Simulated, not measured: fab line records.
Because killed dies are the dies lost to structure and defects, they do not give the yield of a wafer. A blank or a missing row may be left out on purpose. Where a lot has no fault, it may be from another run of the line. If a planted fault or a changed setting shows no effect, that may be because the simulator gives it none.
Problem report, 8D (eight disciplines) form, completed by code ; flow gf180mcu ; the parts of the form that need people (team, actions taken, sign-off) are left out

## 1. WHAT IS WRONG
Across 6 wafers from 2 lots, V1_CVD_00_THK at GF_V1_THK_MEAS_01 averages 483 nm, while fault-free wafers read 599 nm with a standard deviation of 8. Relative to the usual mean, that is a shift of -15 standard deviations.
Seen first at day 20 02:35 on film metro-01, wafer L821.2. Wafers with a number at this step in the record: 39, from 13 lots. The rule behind "out" and "out of limits": a value lying over 4 standard deviations away from the usual mean. The other wafers with a number count as sound.

## 2. WHAT IT IS AND WHAT IT IS NOT
question;is;is not
which readings at this step;V1_CVD_00_THK;-
which lots;L821, L824;L815, L816, L818, L825, L832, L833, L834, L835, L836, L837, L838
which wafers of those lots;all that have a number;-
read on which gauges;film metro-01, film metro-02;film metro-04
when;from day 20 02:35;"up to then (9 sound wafers); but 24 sound wafers of L825, L832, L833, L834, L835, L836, L837, L838 came after"

## 3. THE SUSPECTS, EACH WITH WHAT RULES IT OUT
Counting: a tool at any process step up to the reading remains a suspect when it ran all the lots that are out and ran no sound lot after the first of those.
- the gauge at GF_V1_THK_MEAS_01 has been ruled out. 2 gauges (film metro-01, film metro-02) read the wafers that are out.
- pvd sputter-01 at GF_M1_SPUTTER_03 (material Ti, target thk 10 nm, time 6.7 s): ruled out as a lasting fault. Sound lots L825, L832, L838 ran on it after its first lot that is out, L821 (day 19 00:46).
- hdpcvd-02 at GF_V1_CVD_00 (deposits SiO2, target thk 600 nm, time 100 s): ruled out as a lasting fault. Sound lots L833, L835, L836 ran on it after its first lot that is out, L821 (day 20 02:30).
Left after counting: nothing in the record.

## 4. THE CAUSE (what the simulator had put in)
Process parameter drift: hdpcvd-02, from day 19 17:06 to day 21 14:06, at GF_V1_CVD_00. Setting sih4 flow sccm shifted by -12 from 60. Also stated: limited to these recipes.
Counting ruled it out, wrongly: the rule takes a fault to strike every lot that its tool runs from its start on, and this one did not.

## 5. THE EFFECT CHAIN, in route order
Rows list readings where the struck wafers' mean (over those with a number) sits beyond 3 standard deviations from the usual. Readings are gone through only where the record gives a usual standard deviation; hours: the median, over the lots, of the time from a lot's start at the first step in this table giving one to that lot's start at this step; sigmas: the change measured in usual standard deviations.
hours;step;reading;usual;on struck wafers;change;sigmas
0;GF_V1_CVD_00;sih4 flow sccm;60.00 sccm;47.99;-12.01;-67
0;GF_V1_THK_MEAS_01;V1_CVD_00_THK;599 nm;483;-116;-15
It contains these process steps:
- GF_V1_CVD_00: deposits SiO2, target thk 600 nm, time 100 s.
At these later measuring or inspecting steps, every struck wafer for which the step has a row has a number for every such reading, and none has moved that far: GF_V1_THK_MEAS_03.

## 6. HOW IT WOULD HAVE BEEN CAUGHT EARLIER
The first out-of-limits reading at a measuring or inspecting step in this record came at day 20 02:35, 9 hours after the fault's start at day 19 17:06.
The tool's own readings at GF_V1_CVD_00 were out on every struck wafer that the step has a row for (sih4 flow sccm): an alarm limit on them would have fired on the first of those.
